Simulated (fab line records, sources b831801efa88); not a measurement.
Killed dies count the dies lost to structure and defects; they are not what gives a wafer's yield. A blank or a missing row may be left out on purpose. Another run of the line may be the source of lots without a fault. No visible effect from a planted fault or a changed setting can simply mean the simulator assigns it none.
Which of the tools did it? || flow gf180mcu || 13 lots with 39 wafers sampled at 4 steps, on a route of 602 steps

== WHAT THE GAUGES SHOWED, per wafer ==
GF_NWELL_TW_MEAS_11. Usual: for NWELL_TW the level is 1557 and the standard deviation is 11.
{"lot": "L163", "measured": "day 3 09:12", "on": "filmMetro-04", "NWELL_TW": "1555 1558 1554", "flag": ""}
{"lot": "L165", "measured": "day 3 20:55", "on": "filmMetro-02", "NWELL_TW": "1567 1571 1578", "flag": ""}
{"lot": "L168", "measured": "day 4 12:42", "on": "filmMetro-04", "NWELL_TW": "1444 1452 1450", "flag": "OFF"}
{"lot": "L169", "measured": "day 4 15:34", "on": "filmMetro-02", "NWELL_TW": "1459 1464 1463", "flag": "OFF"}
{"lot": "L170", "measured": "day 4 22:49", "on": "filmMetro-01", "NWELL_TW": "1564 1563 1572", "flag": ""}
{"lot": "L175", "measured": "day 6 00:35", "on": "filmMetro-04", "NWELL_TW": "1551 1548 1541", "flag": ""}
{"lot": "L177", "measured": "day 6 13:22", "on": "filmMetro-04", "NWELL_TW": "1549 1545 1545", "flag": ""}
{"lot": "L178", "measured": "day 6 19:38", "on": "filmMetro-04", "NWELL_TW": "1550 1550 1558", "flag": ""}
{"lot": "L181", "measured": "day 7 10:13", "on": "filmMetro-02", "NWELL_TW": "1567 1563 1564", "flag": ""}
{"lot": "L182", "measured": "day 7 17:06", "on": "filmMetro-04", "NWELL_TW": "1549 1546 1546", "flag": ""}
{"lot": "L183", "measured": "day 7 20:34", "on": "filmMetro-04", "NWELL_TW": "1541 1542 1541", "flag": ""}
{"lot": "L185", "measured": "day 8 08:37", "on": "filmMetro-01", "NWELL_TW": "1568 1567 1572", "flag": ""}
{"lot": "L186", "measured": "day 8 13:20", "on": "filmMetro-01", "NWELL_TW": "1565 1564 1564", "flag": ""}

GF_LVPWELL_OVL_MEAS_07. Usual: for LVPWELL_OVL the level is -1.1 nm and the standard deviation is 1.8.
{"lot": "L163", "measured": "day 3 21:49", "on": "overlay-02", "LVPWELL_OVL (nm)": "-1.4 -1.7 -1.3", "flag": ""}
{"lot": "L165", "measured": "day 4 10:21", "on": "overlay-01", "LVPWELL_OVL (nm)": "-1.2 1.6 -0.1", "flag": ""}
{"lot": "L168", "measured": "day 5 02:48", "on": "overlay-01", "LVPWELL_OVL (nm)": "-5.1 -2.8 -2.4", "flag": ""}
{"lot": "L169", "measured": "day 5 05:07", "on": "overlay-02", "LVPWELL_OVL (nm)": "-1.2 -1.9 -0.1", "flag": ""}
{"lot": "L170", "measured": "day 5 12:19", "on": "overlay-01", "LVPWELL_OVL (nm)": "-1.5 0.5 1.4", "flag": ""}
{"lot": "L175", "measured": "day 6 15:37", "on": "overlay-01", "LVPWELL_OVL (nm)": "-0.8 -1.3 -1.0", "flag": ""}
{"lot": "L177", "measured": "day 7 04:40", "on": "overlay-01", "LVPWELL_OVL (nm)": "-2.4 -1.4 -0.8", "flag": ""}
{"lot": "L178", "measured": "day 7 11:46", "on": "overlay-02", "LVPWELL_OVL (nm)": "-2.8 -3.2 -2.2", "flag": ""}
{"lot": "L181", "measured": "day 8 02:25", "on": "overlay-01", "LVPWELL_OVL (nm)": "-1.3 -1.3 -1.6", "flag": ""}
{"lot": "L182", "measured": "day 8 09:34", "on": "overlay-02", "LVPWELL_OVL (nm)": "-1.1 0.7 -1.8", "flag": ""}
{"lot": "L183", "measured": "day 8 12:35", "on": "overlay-02", "LVPWELL_OVL (nm)": "0.4 -0.2 0.9", "flag": ""}
{"lot": "L185", "measured": "day 9 00:36", "on": "overlay-02", "LVPWELL_OVL (nm)": "-3.1 -5.4 -2.1", "flag": ""}
{"lot": "L186", "measured": "day 9 06:22", "on": "overlay-01", "LVPWELL_OVL (nm)": "1.9 -1.8 -0.3", "flag": ""}

GF_VT_IMPLANT_RS_MEAS_47: the measuring method here is four-point-probe. Usual: for NWELL_RS the level is 487.7 ohm/sq and the standard deviation is 1.3.
{"lot": "L163", "measured": "day 7 15:56", "on": "filmMetro-02", "NWELL_RS (ohm/sq)": "485.9 486.6 486.7", "flag": ""}
{"lot": "L165", "measured": "day 8 05:05", "on": "filmMetro-02", "NWELL_RS (ohm/sq)": "485.0 486.2 487.1", "flag": ""}
{"lot": "L168", "measured": "day 9 03:16", "on": "filmMetro-04", "NWELL_RS (ohm/sq)": "559.8 557.7 562.2", "flag": "OFF"}
{"lot": "L169", "measured": "day 9 05:34", "on": "filmMetro-04", "NWELL_RS (ohm/sq)": "560.3 560.3 560.5", "flag": "OFF"}
{"lot": "L170", "measured": "day 9 13:43", "on": "filmMetro-04", "NWELL_RS (ohm/sq)": "489.9 489.5 489.0", "flag": ""}
{"lot": "L175", "measured": "day 11 00:44", "on": "filmMetro-01", "NWELL_RS (ohm/sq)": "487.1 487.4 488.7", "flag": ""}
{"lot": "L177", "measured": "day 11 12:49", "on": "filmMetro-04", "NWELL_RS (ohm/sq)": "487.5 486.8 487.9", "flag": ""}
{"lot": "L178", "measured": "day 11 21:42", "on": "filmMetro-04", "NWELL_RS (ohm/sq)": "487.0 487.6 486.7", "flag": ""}
{"lot": "L181", "measured": "day 12 16:41", "on": "filmMetro-01", "NWELL_RS (ohm/sq)": "487.0 486.1 487.2", "flag": ""}
{"lot": "L182", "measured": "day 12 23:36", "on": "filmMetro-04", "NWELL_RS (ohm/sq)": "489.0 489.3 489.0", "flag": ""}
{"lot": "L183", "measured": "day 13 04:01", "on": "filmMetro-02", "NWELL_RS (ohm/sq)": "486.3 487.0 486.7", "flag": ""}
{"lot": "L185", "measured": "day 13 16:46", "on": "filmMetro-02", "NWELL_RS (ohm/sq)": "488.9 486.9 486.8", "flag": ""}
{"lot": "L186", "measured": "day 13 23:40", "on": "filmMetro-04", "NWELL_RS (ohm/sq)": "488.7 490.9 488.4", "flag": ""}

== TOOL THAT RAN EACH LOT (tool first, then ch and the chambers of the sampled wafers, then the start) ==
{"lot": "L163", "GF_NWELL_IMPLANT_08": "implanter-02 ch 0, day 3 08:49"}
{"lot": "L165", "GF_NWELL_IMPLANT_08": "implanter-04 ch 0, day 3 20:31"}
{"lot": "L168", "GF_NWELL_IMPLANT_08": "implanter-02 ch 0, day 4 12:19"}
{"lot": "L169", "GF_NWELL_IMPLANT_08": "implanter-02 ch 0, day 4 15:11"}
{"lot": "L170", "GF_NWELL_IMPLANT_08": "implanter-03 ch 0, day 4 22:26"}
{"lot": "L175", "GF_NWELL_IMPLANT_08": "implanter-03 ch 0, day 6 00:11"}
{"lot": "L177", "GF_NWELL_IMPLANT_08": "implanter-03 ch 0, day 6 12:59"}
{"lot": "L178", "GF_NWELL_IMPLANT_08": "implanter-04 ch 0, day 6 19:14"}
{"lot": "L181", "GF_NWELL_IMPLANT_08": "implanter-03 ch 0, day 7 09:51"}
{"lot": "L182", "GF_NWELL_IMPLANT_08": "implanter-03 ch 0, day 7 16:42"}
{"lot": "L183", "GF_NWELL_IMPLANT_08": "implanter-04 ch 0, day 7 20:11"}
{"lot": "L185", "GF_NWELL_IMPLANT_08": "implanter-02 ch 0, day 8 08:13"}
{"lot": "L186", "GF_NWELL_IMPLANT_08": "implanter-02 ch 0, day 8 12:56"}
- GF_NWELL_IMPLANT_08

== WHAT THE TOOLS THEMSELVES READ (means of the sampled wafers that have a number; where no wafer has one, the mark that the record gives instead) ==
GF_NWELL_IMPLANT_08. Usual: beamOnS 10.01 s, standard deviation 0.22; endStationPressureTorr 5.08e-06 Torr, standard deviation 2.6e-07; faradayCurrentUA 84.5, standard deviation 1.8.
{"lot": "L163", "tool": "implanter-02", "beamOnS (s)": 10.07, "endStationPressureTorr (Torr)": 5.13e-06, "faradayCurrentUA": 84.0, "flag": ""}
{"lot": "L165", "tool": "implanter-04", "beamOnS (s)": 9.95, "endStationPressureTorr (Torr)": 4.87e-06, "faradayCurrentUA": 85.3, "flag": ""}
{"lot": "L168", "tool": "implanter-02", "beamOnS (s)": 7.66, "endStationPressureTorr (Torr)": 4.95e-06, "faradayCurrentUA": 110.4, "flag": "OFF"}
{"lot": "L169", "tool": "implanter-02", "beamOnS (s)": 7.65, "endStationPressureTorr (Torr)": 5.09e-06, "faradayCurrentUA": 110.4, "flag": "OFF"}
{"lot": "L170", "tool": "implanter-03", "beamOnS (s)": 9.80, "endStationPressureTorr (Torr)": 5.12e-06, "faradayCurrentUA": 86.1, "flag": ""}
{"lot": "L175", "tool": "implanter-03", "beamOnS (s)": 9.86, "endStationPressureTorr (Torr)": 5.17e-06, "faradayCurrentUA": 85.7, "flag": ""}
{"lot": "L177", "tool": "implanter-03", "beamOnS (s)": 10.02, "endStationPressureTorr (Torr)": 4.93e-06, "faradayCurrentUA": 84.5, "flag": ""}
{"lot": "L178", "tool": "implanter-04", "beamOnS (s)": 10.07, "endStationPressureTorr (Torr)": 5.07e-06, "faradayCurrentUA": 84.0, "flag": ""}
{"lot": "L181", "tool": "implanter-03", "beamOnS (s)": 9.82, "endStationPressureTorr (Torr)": 5.13e-06, "faradayCurrentUA": 86.0, "flag": ""}
{"lot": "L182", "tool": "implanter-03", "beamOnS (s)": 10.06, "endStationPressureTorr (Torr)": 4.92e-06, "faradayCurrentUA": 84.1, "flag": ""}
{"lot": "L183", "tool": "implanter-04", "beamOnS (s)": 10.05, "endStationPressureTorr (Torr)": 5.04e-06, "faradayCurrentUA": 84.3, "flag": ""}
{"lot": "L185", "tool": "implanter-02", "beamOnS (s)": 10.11, "endStationPressureTorr (Torr)": 5.09e-06, "faradayCurrentUA": 83.5, "flag": ""}
{"lot": "L186", "tool": "implanter-02", "beamOnS (s)": 9.99, "endStationPressureTorr (Torr)": 5.11e-06, "faradayCurrentUA": 84.6, "flag": ""}

== THE ANSWER, worked out from the rows above alone ==
Rule: take the mean of a lot's wafers that have a number; if it is more than 3 standard deviations from the usual mean, the lot is off. Also off: a lot with no number at a reading for which 4 or more lots have one. Where the step has rows for the other lots, those lots are counted as sound. After the gauges, taken in route order, come the tools' own readings; for these a lot's mean is taken, as printed above. At the first step where some lot is off, the reading lying furthest off is the one used; lots without a number count as furthest.
Off: L168, L169, at GF_NWELL_TW_MEAS_11 (NWELL_TW).
A tool fits if, at a process step before that reading, it ran every lot that is off, and no sound lot after the first of them. Not tried: the gauges at GF_NWELL_TW_MEAS_11; whatever is off there is also off at GF_NWELL_IMPLANT_08, on other tools, and gauge error can't account for it. None of those tried fits.

== WHAT THE SIMULATOR HAD INSERTED ==
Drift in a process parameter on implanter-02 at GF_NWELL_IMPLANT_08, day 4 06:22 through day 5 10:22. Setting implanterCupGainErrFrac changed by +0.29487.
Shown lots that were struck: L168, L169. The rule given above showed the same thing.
